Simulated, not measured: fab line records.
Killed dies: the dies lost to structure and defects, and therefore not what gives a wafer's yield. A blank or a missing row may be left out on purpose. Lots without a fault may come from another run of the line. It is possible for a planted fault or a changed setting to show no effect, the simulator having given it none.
Chamber matching :: flow gf180mcu :: 3 sister chambers for GF_V1_CVD_02 on pecvd-04
The step deposits SiO2 from TEOS, target thk 850 nm, time 94.851 s. 3 wafers are shown with their chamber, then 7 later ones without.

WAFERS, EACH WITH ITS CHAMBER
wafer: L082.1
chamber: 2
heater-power-w (W): 770

wafer: L091.1
chamber: 0
heater-power-w (W): 621

wafer: L091.2
chamber: 1
heater-power-w (W): 709

WAFERS WITH NO CHAMBER GIVEN
wafer: L091.3
heater-power-w (W): 688

wafer: L091.4
heater-power-w (W): 586

wafer: L091.5
heater-power-w (W): 765

wafer: L091.6
heater-power-w (W): 665

wafer: L096.1
heater-power-w (W): 676

wafer: L096.2
heater-power-w (W): 824

wafer: L096.3
heater-power-w (W): 607

WHICH CHAMBER EACH ONE RAN IN
wafer: L091.3
from the rows above: can't be placed: 1 or 0 or 2
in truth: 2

wafer: L091.4
from the rows above: 0
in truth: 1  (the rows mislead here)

wafer: L091.5
from the rows above: can't be placed: 2 or 1
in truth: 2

wafer: L091.6
from the rows above: can't be placed: 0 or 1 or 2
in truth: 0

wafer: L096.1
from the rows above: can't be placed: 1 or 0 or 2
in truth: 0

wafer: L096.2
from the rows above: can't be placed: 2 or 1
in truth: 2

wafer: L096.3
from the rows above: 0
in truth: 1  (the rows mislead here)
Placed correctly: 0 of 7. These rows do not allow placing 5 (true chamber among the candidates in 5). 2 placed wrongly.
How it was worked out, from the rows above alone: a wafer's distance from a chamber is the root of the sum, over the readings, of the square of ((its reading less the chamber's mean) divided by the reading's scatter). If the next closest chamber is less than 2 further off than the closest, the wafer can't be placed; otherwise it belongs to the closest. For every chamber, the mean is computed from those of its wafers that are shown. The scatter: root of mean squared gap, hidden wafer to nearest shown wafer, with one shown wafer a chamber.
